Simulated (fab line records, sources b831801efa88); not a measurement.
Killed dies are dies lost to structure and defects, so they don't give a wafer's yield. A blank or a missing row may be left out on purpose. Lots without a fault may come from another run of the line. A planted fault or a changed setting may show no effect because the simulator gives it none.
One fault seen from 2 desks | flow sky130 | each desk has only its own numbers; what lay behind them comes last

THE TOOL OWNER'S DESK: pvd_sputter-01
The tool's own readings at SKY_METAL2_SPUTTER_04 (material TiN, target thk 70 nm, time 58.3 s): means of the sampled wafers that have a number, for each lot that ran on this tool. A lot is out of limits, marked OUT, if its mean lies more than 4 standard deviations from the usual mean; the brackets give that distance.
Columns: A = cathode_dc_power_W at SKY_METAL2_SPUTTER_04, usual 6500.1 W; B = throttle_valve_pct at SKY_METAL2_SPUTTER_04, usual 29.4 %
lot  | first seen here | A                        | B
L135 | day 35 18:06    | 6500.3                   | 28.5
L136 | day 36 02:24    | 6499.6                   | 29.1
L137 | day 36 13:59    | 7836.4 (+99 or more) OUT | 28.8
L146 | day 39 09:19    | 6499.5                   | 30.2
L148 | day 39 15:18    | 6500.2                   | 28.1
L151 | day 40 14:40    | 6500.1                   | 27.7
L152 | day 40 22:31    | 6498.7                   | 30.3
L153 | day 41 14:37    | 6500.4                   | 29.1
This desk's finding: out of limits on L137; first on L137, day 36 13:59 (cathode_dc_power_W at SKY_METAL2_SPUTTER_04). In limits: L135, L136, L146, L148, L151, L152, L153.

THE METROLOGY DESK
What the gauges read, lot by lot, whatever tool the lot ran on: means of the sampled wafers that have a number. A lot is out of limits, marked OUT, if its mean lies more than 4 standard deviations from the usual mean; the brackets give that distance.
Columns: A = cd_nm at SKY_VIA1_CD_MEAS_12, usual 149.7 nm
lot  | first seen here | A
L130 | day 33 21:37    | 148.1
L134 | day 35 13:56    | 150.6
L135 | day 35 16:33    | 147.8
L136 | day 36 00:41    | 150.5
L137 | day 36 12:01    | 150.8
L138 | day 36 17:23    | 148.7
L146 | day 39 07:48    | 152.6
L147 | day 39 11:50    | 150.8
L148 | day 39 13:44    | 149.6
L151 | day 40 12:44    | 148.7
L152 | day 40 20:53    | 149.6
L153 | day 41 13:02    | 149.1
This desk's finding: nothing out of limits on any of the 12 lots.

PUT TOGETHER
The tool owner's desk could have raised an alarm at day 36 13:59, on L137.
The metrology desk saw nothing out of limits.
The metrology desk has L137 on record, within its limits.
Of the lots named, all ran SKY_METAL2_SPUTTER_04 on pvd_sputter-01.

WHAT THE SIMULATOR HAD PUT IN
Process parameter drift: pvd_sputter-01, from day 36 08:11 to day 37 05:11, at SKY_METAL2_SPUTTER_04. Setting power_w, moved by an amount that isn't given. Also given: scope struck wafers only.
Lots struck among those shown: L137.
Hours from the fault's start to each desk's first reading out of limits: the tool owner's desk, 6.
